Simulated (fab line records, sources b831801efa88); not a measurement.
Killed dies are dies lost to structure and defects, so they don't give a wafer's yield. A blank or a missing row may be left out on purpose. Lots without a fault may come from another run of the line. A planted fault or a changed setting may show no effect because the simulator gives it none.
A struck lot beside a sound one | flow gf180mcu | 23 steps out of a route of 602
Sound: wafers L351.1, L351.2, L351.3. Struck: wafers L369.4, L369.5, L369.6. The cause comes at the end.
At each step with rows: each side's tool, then ch and its chambers, then its first start. Under that, the readings that differ: sound wafers | struck wafers | difference of the means | sigmas: that difference in standard deviations of wafers without a fault.
alike: readings whose means differ by less than 2 such deviations, and words and numbers that are the same on both sides. not compared: withheld readings, readings that some wafer has no value for, bounds like >300 that may hide the same value, and numbers for which the record gives no deviation and whose values overlap.
The two part at a step that has a row with sigmas, a row that says differs or no value, or rows on one side only. Numbers that don't overlap but have no deviation are shown without sigmas and don't part them. A reading that every wafer of one side lacks parts them only if that side has two wafers or more.

first, 1 step without rows for these wafers: GF_HV_LDD_CLEAN_51 (cleans in SC1/SC2, time 150 s).
GF_HV_LDD_RTA_52: time 10 s.
  sound on rtp_anneal-01 ch 0, day 13 02:05; struck on rtp_anneal-02 ch 0, day 19 05:23
  reading            | sound    | struck   | difference | sigmas
  lamp_power_pct (%) | 31 31 31 | 37 37 37 | +6         | +2
  alike: wafer_temp_C_max
GF_HV_LDD_RS_MEAS_53: measures by four-point-probe.
  sound on film_metro-02, day 13 02:10; struck on film_metro-02, day 19 05:29
  alike: HV_LDD_RS
then, 1 step without rows for these wafers: GF_HV_LDD_CVD_54 (deposits SiO2 from TEOS, target thk 10 nm, time 75 s).
GF_HV_LDD_THK_MEAS_55:
  sound on film_metro-04, day 13 03:18; struck on film_metro-01, day 19 06:35
  alike: HV_LDD_CVD_54_THK
then, 1 step without rows for these wafers: GF_HV_LDD_CVD_56 (deposits Si3N4 from DCS/NH3, target thk 90 nm, time 1543 s).
GF_HV_LDD_THK_MEAS_57:
  sound on film_metro-04, day 13 04:47; struck on film_metro-02, day 19 08:05
  alike: HV_LDD_CVD_56_THK
GF_HV_LDD_ETCHBACK_58: etches Si3N4 in CH3F/O2, stops on SiO2, time 100 s, target depth 90 nm.
  sound on rie_diel-04 ch 0,2,3, day 13 04:51; struck on rie_diel-02 ch 0,1,3, day 19 08:07
  alike: chamber_pressure_mTorr, drypump_motor_current_A, oes_product_au, throttle_valve_pct
  not compared: rf_hours_counter_h
then, 4 steps without rows for these wafers: GF_NSD_DEHYDRATE_00 (time 60 s); GF_NSD_HMDS_01 (prime time 60 s); GF_NSD_COAT_02 (resist thk 1000 nm); GF_NSD_SOFTBAKE_03 (time 60 s).
GF_NSD_EXPOSE_04: exposes mask Nplus, target cd 400 nm.
  sound on iline_stepper-01 ch 0, day 13 15:21; struck on iline_stepper-01 ch 0, day 19 20:58
  reading | sound                   | struck                                          | difference | sigmas
  mask    | Nplus#0 Nplus#0 Nplus#0 | Pplus_HV_AREA#0 Pplus_HV_AREA#0 Pplus_HV_AREA#0 | differs    |
then, 2 steps without rows for these wafers: GF_NSD_PEB_05; GF_NSD_DEVELOP_06 (develop time 60 s).
GF_NSD_CD_MEAS_07: target cd 400 nm.
  sound on cd_sem-02, day 14 01:35; struck on cd_sem-01, day 20 08:47
  reading    | sound             | struck | difference                    | sigmas
  cd_nm (nm) | 403.6 401.8 401.8 | - - -  | no value on the struck wafers |
GF_NSD_OVL_MEAS_08:
  sound on overlay-01, day 14 01:43; struck on overlay-01, day 20 08:52
  reading      | sound        | struck | difference                    | sigmas
  NSD_OVL (nm) | -0.2 2.1 1.0 | - - -  | no value on the struck wafers |
then, 2 steps without rows for these wafers: GF_NSD_IMPLANT_09; GF_NSD_IMPLANT_10.
GF_NSD_STRIP_11: strips in O2/N2.
  sound on plasma_asher-02 ch 0,1, day 14 02:02; struck on plasma_asher-01 ch 0,1, day 20 09:13
  alike: chamber_pressure_mTorr, drypump_motor_current_A, heater_power_w, oes_product_au, strip_time_to_endpoint_s
  not compared: rf_hours_counter_h
GF_NSD_TW_MEAS_12:
  sound on film_metro-01, day 14 02:08; struck on film_metro-03, day 20 09:19
  reading | sound          | struck   | difference | sigmas
  NSD_TW  | 4287 4297 4280 | 30 31 31 | -4257      | -99 or more
then, 1 step without rows for these wafers: GF_PSD_DEHYDRATE_00 (time 60 s).
-- the record jumps here: 14 days lie between the struck wafers' starts before and after (it left off in module PSD and takes up again in module PASSIVATION, whose first step shown is number 602 of the route) --
GF_PASSIVATION_PROBE_99:
  the record has rows for the struck wafers here (prober-01, day 34 09:52) and none for the sound ones

WHERE THEY PART
First at GF_HV_LDD_RTA_52; last, within this record, at GF_PASSIVATION_PROBE_99.

WHY: what the simulator had put in
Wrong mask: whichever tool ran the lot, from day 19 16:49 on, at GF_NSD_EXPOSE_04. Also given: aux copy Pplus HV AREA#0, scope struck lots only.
